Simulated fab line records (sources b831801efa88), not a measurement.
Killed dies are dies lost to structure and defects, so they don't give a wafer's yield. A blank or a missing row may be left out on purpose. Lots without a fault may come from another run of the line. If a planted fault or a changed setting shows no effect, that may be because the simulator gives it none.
Struck lot and sound lot, side by side || flow gf180mcu || 23 steps out of a route of 602
Sound: wafers L398.1, L398.3, L398.5. Wafers L406.3, L406.5, L406.6 were the ones struck. At the end, the cause is stated.
Order at every step that has rows: each side's tool, ch and its chambers, its first start. Under that, the readings that differ: sound wafers || struck wafers || difference of the means || sigmas: that difference in standard deviations of wafers without a fault.
alike: readings with means less than 2 such deviations apart, plus words and numbers identical on both sides. not compared: withheld readings, readings lacking a value on some wafer, bounds such as >300 that could conceal the same value, and numbers that have no deviation in the record and whose values overlap.
The two part at a step that has a row with sigmas, a row that says differs or no value, or rows on one side only. Non-overlapping numbers with no deviation appear without sigmas and do not part them. A reading missing from all wafers of one side parts the sides only when that side holds two or more wafers.

GF_V3_RS_MEAS_24: measures by four-point-probe.
  sound on film_metro-04, day 22 14:13; struck on film_metro-02, day 25 03:23
  alike: V3_W_RS
GF_V3_THK_MEAS_25: measures by xrf.
  sound on film_metro-04, day 22 14:20; struck on film_metro-02, day 25 03:29
{"reading": "V3_W_THK (nm)", "sound": "332 339 334", "struck": "319 326 324", "difference": -12, "sigmas": -2}
GF_V3_CMP_26: polishes, stops on SiO2, t overpolish 15 s, target thk 0 nm.
  sound on cmp-02 ch 0,1,3, day 22 14:26; struck on cmp-02 ch 2,3, day 25 03:34
  alike: motor_current_A, overpolish_run_s, time_to_endpoint_s
GF_M4_SPUTTER_00: material Ti, target thk 37.5 nm, time 150 s.
  sound on pvd_sputter-03, day 22 14:41; struck on pvd_sputter-03, day 25 03:49
  alike: chamber_pressure_pa, throttle_valve_pct
GF_M4_SPUTTER_01: material TiN, target thk 30 nm, time 25 s.
  sound on pvd_sputter-03, day 22 14:47; struck on pvd_sputter-03, day 25 03:55
  alike: chamber_pressure_pa, throttle_valve_pct
GF_M4_SPUTTER_02: material AlCu, target thk 450 nm, time 23.9 s.
  sound on pvd_sputter-03, day 22 14:49; struck on pvd_sputter-03, day 25 03:57
  alike: chamber_pressure_pa, throttle_valve_pct
then, 1 step without rows for these wafers: GF_M4_SPUTTER_03 (material Ti, target thk 10 nm, time 6.7 s).
GF_M4_SPUTTER_04: material TiN, target thk 50 nm, time 42.81 s.
  sound on pvd_sputter-03, day 22 14:52; struck on pvd_sputter-03, day 25 04:00
{"reading": "chamber_pressure_pa (Pa)", "sound": "0.4005 0.4006 0.4012", "struck": "0.3985 0.4000 0.3968", "difference": -0.0023, "sigmas": -3}
  alike: throttle_valve_pct
GF_M4_RS_MEAS_05: measures by four-point-probe.
  sound on film_metro-02, day 22 14:55; struck on film_metro-02, day 25 04:05
{"reading": "M4_ALCU_RS (ohm/sq)", "sound": "0.0692 0.0689 0.0692", "struck": "0.0709 0.0703 0.0712", "difference": "+0.0017", "sigmas": "+3"}
GF_M4_THK_MEAS_06: measures by xrf.
  sound on film_metro-02, day 22 15:02; struck on film_metro-02, day 25 04:11
{"reading": "M4_ALCU_THK (nm)", "sound": "453 455 451", "struck": "442 445 439", "difference": -11, "sigmas": -3}
then, 2 steps without rows for these wafers: GF_M4_DEHYDRATE_07 (time 60 s); GF_M4_HMDS_08 (prime time 60 s).
GF_M4_COAT_09: resist thk 1000 nm.
  sound on litho_track-02 ch 0, day 23 02:15; struck on litho_track-01 ch 0, day 25 14:07
{"reading": "model.KrF_of_M4_COAT_09.thk_nm (nm)", "sound": "996.6 996.2 995.2", "struck": "1053 1052 1053", "difference": "+57", "sigmas": ""}
  alike: dispense_pressure_kPa
then, 4 steps without rows for these wafers: GF_M4_SOFTBAKE_10 (time 60 s); GF_M4_EXPOSE_11 (exposes mask Metal4, target cd 280 nm); GF_M4_PEB_12 (peb time 90 s); GF_M4_DEVELOP_13 (develop time 60 s).
GF_M4_CD_MEAS_14: the cd target is 280 nm.
  sound on cd_sem-02, day 23 13:19; struck on cd_sem-01, day 26 00:58
{"reading": "cd_nm (nm)", "sound": "279.2 278.9 280.3", "struck": "282.5 284.3 282.5", "difference": "+3.6", "sigmas": "+3"}
GF_M4_OVL_MEAS_15:
  sound on overlay-01, day 23 13:26; struck on overlay-02, day 26 01:03
  alike: M4_OVL
GF_M4_METAL_ETCH_16: etches the open film in Cl2/BCl3, stops on SiO2, target depth 750.8 nm, time 125.1 s.
  sound on rie_metal-04 ch 0, day 23 13:29; struck on rie_metal-04 ch 0,1, day 26 01:07
{"reading": "model.KrF_of_M4_COAT_09.thk_nm (nm)", "sound": "685.2 685.3 682.8", "struck": "736.6 740.8 737.2", "difference": "+53.8", "sigmas": ""}
  alike: drypump_motor_current_A, oes_product_au, rf_fwd_power_W, throttle_valve_pct
  not compared: rf_hours_counter_h
GF_M4_STRIP_17: strips in O2/N2.
  sound on plasma_asher-01 ch 0,1, day 23 13:44; struck on plasma_asher-03 ch 0,1, day 26 01:14
{"reading": "oes_product_au (a.u.)", "sound": "0.538 0.544 0.539", "struck": "0.557 0.556 0.554", "difference": "+0.015", "sigmas": "+3"}
{"reading": "strip_time_to_endpoint_s (s)", "sound": "7.38 7.39 7.35", "struck": "7.90 7.92 7.89", "difference": "+0.53", "sigmas": "+16"}
  alike: drypump_motor_current_A, heater_power_w
  not compared: rf_hours_counter_h
then, 1 step without rows for these wafers: GF_M4_STRIP_18 (strips in post etch residue remover, time 1200 s).
GF_PASSIVATION_PROBE_99:
  the record holds rows for the sound wafers here (prober-02, day 29 03:49) but none for the struck ones

WHERE THEY PART
Last at GF_PASSIVATION_PROBE_99 as far as this record goes, first at GF_V3_THK_MEAS_25.

WHY: what the simulator had put in
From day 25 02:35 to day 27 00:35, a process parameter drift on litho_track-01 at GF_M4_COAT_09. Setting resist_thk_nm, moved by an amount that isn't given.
